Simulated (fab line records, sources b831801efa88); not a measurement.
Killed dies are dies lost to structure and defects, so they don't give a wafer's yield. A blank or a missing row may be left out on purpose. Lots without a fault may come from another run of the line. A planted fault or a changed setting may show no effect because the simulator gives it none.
Which tool did it? | flow sky130 | 10 lots, 30 wafers sampled, at 7 steps of a route of 708

WHAT THE GAUGES READ, wafer by wafer
SKY_METAL3_OVL_MEAS_14.
lot  | measured     | on         | METAL3_OVL (nm)
L629 | day 38 00:22 | overlay-01 | -2 -7 -6
L630 | day 38 13:10 | overlay-02 | -7 -14 1
L638 | day 41 02:38 | overlay-01 | -7 -11 -5
L640 | day 41 14:37 | overlay-02 | 0 -7 -5
L642 | day 42 05:39 | overlay-02 | 2 -1 2
L644 | day 42 20:22 | overlay-01 | -9 -2 4
L645 | day 43 19:13 | overlay-01 | -3 0 -2
L648 | day 44 10:30 | overlay-02 | -8 -12 0
L650 | day 44 22:34 | overlay-01 | -9 -11 -5
L652 | day 46 06:49 | overlay-01 | 0 -2 -4

SKY_VIA3_RS_MEAS_22: measures by four-point-probe.
lot  | measured     | on            | VIA3_W_RS (ohm/sq)
L629 | day 39 04:11 | film_metro-04 | 0.299 0.295 0.296
L630 | day 39 16:15 | film_metro-01 | 0.296 0.296 0.301
L638 | day 42 05:37 | film_metro-01 | 0.243 0.291 0.244 0.243 0.290 0.244
L640 | day 42 16:42 | film_metro-03 | 0.289 0.245 0.247 0.289 0.246 0.247
L642 | day 43 07:15 | film_metro-04 | 0.298 0.297 0.296
L644 | day 43 21:18 | film_metro-01 | 0.296 0.297 0.294
L645 | day 44 20:28 | film_metro-01 | 0.298 0.299 0.297
L648 | day 45 10:17 | film_metro-04 | 0.295 0.293 0.296
L650 | day 45 22:17 | film_metro-04 | 0.298 0.297 0.295
L652 | day 47 06:19 | film_metro-03 | 0.302 0.299 0.297

SKY_VIA3_THK_MEAS_23: measures by xrf.
lot  | measured     | on            | VIA3_W_THK (nm)
L629 | day 39 04:19 | film_metro-04 | 407 412 409
L630 | day 39 16:22 | film_metro-01 | 397 397 388
L638 | day 42 10:13 | film_metro-01 | 475 399 479 483 399 477
L640 | day 43 02:16 | film_metro-03 | 406 482 476 402 479 476
L642 | day 43 07:21 | film_metro-04 | 406 407 411
L644 | day 43 21:25 | film_metro-01 | 400 396 402
L645 | day 44 20:35 | film_metro-01 | 391 394 394
L648 | day 45 10:23 | film_metro-04 | 414 412 412
L650 | day 45 22:24 | film_metro-04 | 409 408 411
L652 | day 47 06:26 | film_metro-03 | 389 394 396

SKY_CAP2M_OVL_MEAS_12.
lot  | measured     | on         | CAP2M_OVL (nm)
L629 | day 40 04:38 | overlay-02 | 1.2 -1.7 -1.2
L630 | day 40 17:00 | overlay-01 | 3.1 0.3 1.7
L638 | day 43 05:19 | overlay-01 | 1.9 0.4 1.3
L640 | day 43 16:18 | overlay-02 | 0.4 1.9 -0.4
L642 | day 44 05:57 | overlay-02 | 2.8 -1.1 0.0
L644 | day 44 19:56 | overlay-02 | 2.4 1.7 0.8
L645 | day 45 17:34 | overlay-02 | 1.5 0.9 0.3
L648 | day 46 07:19 | overlay-01 | 1.8 3.2 2.7
L650 | day 46 19:37 | overlay-02 | 2.4 1.4 1.8
L652 | day 48 02:37 | overlay-02 | 2.6 0.4 1.3

WHICH TOOL RAN EACH LOT (tool, then ch and the chambers of the sampled wafers, then the start)
lot  | SKY_CAPM_STRIP_14                    | SKY_VIA3_CVD_21               | SKY_VIA3_CMP_24
L629 | plasma_asher-03 ch 0,1, day 36 21:38 | cvd_w-02 ch 0,1, day 39 04:04 | cmp-02 ch 0,2,3, day 39 04:22
L630 | plasma_asher-03 ch 0,1, day 37 10:25 | cvd_w-02 ch 0, day 39 16:00   | cmp-01 ch 0,3, day 39 16:28
L638 | plasma_asher-04 ch 1, day 40 01:14   | cvd_w-01 ch 0,1, day 42 05:29 | cmp-01 ch 0,1,3, day 42 12:54
L640 | plasma_asher-04 ch 0,1, day 40 13:19 | cvd_w-01 ch 0,1, day 42 16:33 | cmp-01 ch 2,3, day 43 04:40
L642 | plasma_asher-02 ch 0,1, day 41 04:32 | cvd_w-02 ch 0,1, day 43 07:08 | cmp-01 ch 1,2, day 43 07:26
L644 | plasma_asher-02 ch 0,1, day 41 20:19 | cvd_w-02 ch 0,1, day 43 21:11 | cmp-01 ch 1,2,3, day 43 21:29
L645 | plasma_asher-03 ch 0, day 42 20:22   | cvd_w-02 ch 1, day 44 20:13   | cmp-01 ch 0,2,3, day 44 20:42
L648 | plasma_asher-04 ch 0,1, day 43 11:43 | cvd_w-01 ch 0,1, day 45 10:10 | cmp-01 ch 0,1,3, day 45 10:32
L650 | plasma_asher-02 ch 0,1, day 43 23:47 | cvd_w-02 ch 0, day 45 22:04   | cmp-02 ch 0,1,2, day 45 22:33
L652 | plasma_asher-03 ch 0,1, day 45 09:52 | cvd_w-02 ch 0,1, day 47 06:12 | cmp-01 ch 0,1,3, day 47 06:40
- SKY_CAPM_STRIP_14: strips in O2/N2.
- SKY_VIA3_CVD_21: deposits W, target thk 390 nm, time 117.31 s.
- SKY_VIA3_CMP_24: polishes, stops on SiO2, t overpolish 20 s, target thk 0 nm.

WHAT THE TOOLS THEMSELVES READ (means of the sampled wafers that have a number; where no wafer has one, the mark that the record gives instead)
SKY_CAPM_STRIP_14.
lot  | tool            | drypump_motor_current_A (A) | oes_product_au (a.u.) | strip_time_to_endpoint_s (s)
L629 | plasma_asher-03 | 5.8                         | 0.709                 | 12.60
L630 | plasma_asher-03 | 5.8                         | 0.712                 | 12.67
L638 | plasma_asher-04 | 5.3                         | 0.709                 | 12.60
L640 | plasma_asher-04 | 5.3                         | 0.708                 | 12.61
L642 | plasma_asher-02 | 5.9                         | 0.712                 | 12.65
L644 | plasma_asher-02 | 5.9                         | 0.707                 | 12.66
L645 | plasma_asher-03 | 6.0                         | 0.715                 | 12.63
L648 | plasma_asher-04 | 5.4                         | 0.707                 | 12.59
L650 | plasma_asher-02 | 5.9                         | 0.710                 | 12.69
L652 | plasma_asher-03 | 5.8                         | 0.707                 | 12.72

SKY_VIA3_CVD_21.
lot  | tool     | heater_power_w (W)
L629 | cvd_w-02 | 840
L630 | cvd_w-02 | 886
L638 | cvd_w-01 | 889
L640 | cvd_w-01 | 908
L642 | cvd_w-02 | 844
L644 | cvd_w-02 | 812
L645 | cvd_w-02 | 765
L648 | cvd_w-01 | 905
L650 | cvd_w-02 | 900
L652 | cvd_w-02 | 853

SKY_VIA3_CMP_24.
lot  | tool   | motor_current_A (A) | platen_rpm (rpm) | time_to_endpoint_s (s)
L629 | cmp-02 | 10.8                | 60.00            | 93
L630 | cmp-01 | 10.9                | 60.03            | 92
L638 | cmp-01 | 10.1                | 60.02            | 113
L640 | cmp-01 | 11.3                | 60.00            | 110
L642 | cmp-01 | 11.8                | 60.01            | 94
L644 | cmp-01 | 11.0                | 59.99            | 97
L645 | cmp-01 | 11.2                | 60.05            | 96
L648 | cmp-01 | 10.1                | 60.00            | 98
L650 | cmp-02 | 10.7                | 60.00            | 88
L652 | cmp-01 | 10.2                | 60.03            | 100

THE ANSWER, worked out from the rows above alone
Rule: what is usual is taken from the lots themselves. Put in order of their means at a reading, lots are off if they are a third of the lots or fewer, leave a main group of 4 or more, and stand apart from it by a gap of 3 or more times the standard deviation of the main group's means; of several such gaps the widest counts. A main group whose means are all the same, to the digits that the tables above print for the reading, isn't used. A lot without any number at a reading at which 4 lots or more have one is off too. The other lots that the step has rows for count as sound. The gauges are gone through in route order, then the tools' own readings, and for those a lot's mean is taken as printed above. The first step at which some lot is off is used, and at that step the reading that is off furthest; a lot without a number counts as furthest.
Off: L638, L640, at SKY_VIA3_RS_MEAS_22 (VIA3_W_RS). The main group: mean 0.297 ohm/sq, standard deviation 0.0013.
A tool fits if, at a process step before that reading, it ran every lot that is off, and no sound lot after the first of them. The gauges at SKY_VIA3_RS_MEAS_22 aren't tried: what is off there is off at SKY_CAPM_STRIP_14 too, on other tools, and a gauge's error can't cause that. None of those tried fits.

WHAT THE SIMULATOR HAD PUT IN
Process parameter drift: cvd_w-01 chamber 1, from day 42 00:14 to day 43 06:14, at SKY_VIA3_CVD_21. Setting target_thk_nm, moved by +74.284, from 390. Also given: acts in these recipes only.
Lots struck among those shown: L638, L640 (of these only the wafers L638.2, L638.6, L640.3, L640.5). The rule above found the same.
